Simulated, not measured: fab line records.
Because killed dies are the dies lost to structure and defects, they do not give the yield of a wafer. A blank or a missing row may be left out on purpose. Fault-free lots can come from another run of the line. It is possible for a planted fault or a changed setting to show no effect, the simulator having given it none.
Chamber matching / flow gf180mcu / cmp-01 running GF_V2_CMP_26: 4 sister chambers
The step polishes, stops on SiO2, t overpolish 15 s, target thk 0 nm. 8 wafers are shown with their chamber, then 8 later ones without.

== EACH WAFER AND ITS CHAMBER ==
wafer=L306.1; chamber=0; motor_current_A (A)=12.1; time_to_endpoint_s (s)=90
wafer=L312.6; chamber=0; motor_current_A (A)=12.3; time_to_endpoint_s (s)=84
wafer=L316.1; chamber=2; motor_current_A (A)=10.4; time_to_endpoint_s (s)=79
wafer=L316.2; chamber=1; motor_current_A (A)=11.1; time_to_endpoint_s (s)=84
wafer=L318.3; chamber=3; motor_current_A (A)=11.4; time_to_endpoint_s (s)=82
wafer=L318.5; chamber=3; motor_current_A (A)=11.1; time_to_endpoint_s (s)=82
wafer=L318.6; chamber=2; motor_current_A (A)=11.0; time_to_endpoint_s (s)=83
wafer=L319.1; chamber=1; motor_current_A (A)=11.4; time_to_endpoint_s (s)=86

== WAFERS WITHOUT THEIR CHAMBER ==
wafer=L319.2; motor_current_A (A)=10.9; time_to_endpoint_s (s)=83
wafer=L319.5; motor_current_A (A)=12.0; time_to_endpoint_s (s)=86
wafer=L320.1; motor_current_A (A)=12.8; time_to_endpoint_s (s)=87
wafer=L320.3; motor_current_A (A)=11.8; time_to_endpoint_s (s)=84
wafer=L320.6; motor_current_A (A)=12.5; time_to_endpoint_s (s)=89
wafer=L321.1; motor_current_A (A)=11.8; time_to_endpoint_s (s)=84
wafer=L321.2; motor_current_A (A)=12.3; time_to_endpoint_s (s)=88
wafer=L321.5; motor_current_A (A)=12.1; time_to_endpoint_s (s)=86

== WHICH CHAMBER EACH WENT THROUGH ==
wafer=L319.2; from the rows above=can't be placed: 2 or 3 or 1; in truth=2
wafer=L319.5; from the rows above=can't be placed: 0 or 1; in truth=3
wafer=L320.1; from the rows above=0; in truth=0
wafer=L320.3; from the rows above=can't be placed: 0 or 1 or 3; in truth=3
wafer=L320.6; from the rows above=0; in truth=0
wafer=L321.1; from the rows above=can't be placed: 0 or 1 or 3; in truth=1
wafer=L321.2; from the rows above=0; in truth=0
wafer=L321.5; from the rows above=0; in truth=0
Correctly placed: 4 of 8. Can't be placed from these rows: 4 (the true chamber is among the candidates in 3). Placed wrongly: 0.
How it was worked out, from the rows above alone: a wafer's distance from a chamber is the root of the sum, over the readings, of the square of ((its reading less the chamber's mean) divided by the reading's scatter). The wafer belongs to the nearest chamber; if the next one is less than 2 further off, it can't be placed. For every chamber, the mean is computed from those of its wafers that are shown. How the scatter is found: for the shown wafers, subtract from each reading the mean of its chamber, square and add these, divide the total by (wafers less chambers), then take the root.
